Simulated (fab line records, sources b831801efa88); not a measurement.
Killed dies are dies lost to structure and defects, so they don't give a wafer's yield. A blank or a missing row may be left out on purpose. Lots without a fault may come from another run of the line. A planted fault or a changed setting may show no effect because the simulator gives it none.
Which tool did it? | flow sky130 | 7 lots, 20 wafers sampled, at 2 steps of a route of 708

WHAT THE GAUGES READ, wafer by wafer
SKY_SONOS_TUNNEL_CD_MEAS_07: target cd 410 nm.
lot  | measured     | on        | cd_nm (nm)
L996 | day 12 12:48 | cd_sem-02 | 408.3 409.3 407.2
L999 | day 13 11:15 | cd_sem-02 | 410.2 304.9
L102 | day 14 09:25 | cd_sem-01 | 410.7 408.7 409.7
L107 | day 16 05:10 | cd_sem-01 | 414.3 412.8 412.4
L110 | day 17 10:28 | cd_sem-02 | 412.9 411.8 413.5
L111 | day 17 23:59 | cd_sem-02 | 413.8 414.4 415.2
L113 | day 18 06:20 | cd_sem-02 | 409.6 409.7 408.6

WHICH TOOL RAN EACH LOT (tool, then ch and the chambers of the sampled wafers, then the start)
lot  | SKY_SONOS_TUNNEL_DEVELOP_06
L996 | litho_track-03 ch 0, day 12 12:40
L999 | litho_track-03 ch 0, day 13 11:07
L102 | litho_track-02 ch 0, day 14 09:16
L107 | litho_track-02 ch 0, day 16 05:01
L110 | litho_track-02 ch 0, day 17 10:19
L111 | litho_track-03 ch 0, day 17 23:50
L113 | litho_track-02 ch 0, day 18 06:12
- SKY_SONOS_TUNNEL_DEVELOP_06: develop time 60 s.

THE ANSWER, worked out from the rows above alone
Rule: what is usual is taken from the lots themselves. Put in order of their means at a reading, lots are off if they are a third of the lots or fewer, leave a main group of 4 or more, and stand apart from it by a gap of 3 or more times the standard deviation of the main group's means; of several such gaps the widest counts. A main group whose means are all the same, to the digits that the tables above print for the reading, isn't used. A lot without any number at a reading at which 4 lots or more have one is off too. The other lots that the step has rows for count as sound.
Off: L999, at SKY_SONOS_TUNNEL_CD_MEAS_07 (cd_nm). The main group: mean 411.3 nm, standard deviation 2.3.
A tool fits if, at a process step before that reading, it ran every lot that is off, and no sound lot after the first of them. The gauges at SKY_SONOS_TUNNEL_CD_MEAS_07 are tried like those tools. None of those tried fits.

WHAT THE SIMULATOR HAD PUT IN
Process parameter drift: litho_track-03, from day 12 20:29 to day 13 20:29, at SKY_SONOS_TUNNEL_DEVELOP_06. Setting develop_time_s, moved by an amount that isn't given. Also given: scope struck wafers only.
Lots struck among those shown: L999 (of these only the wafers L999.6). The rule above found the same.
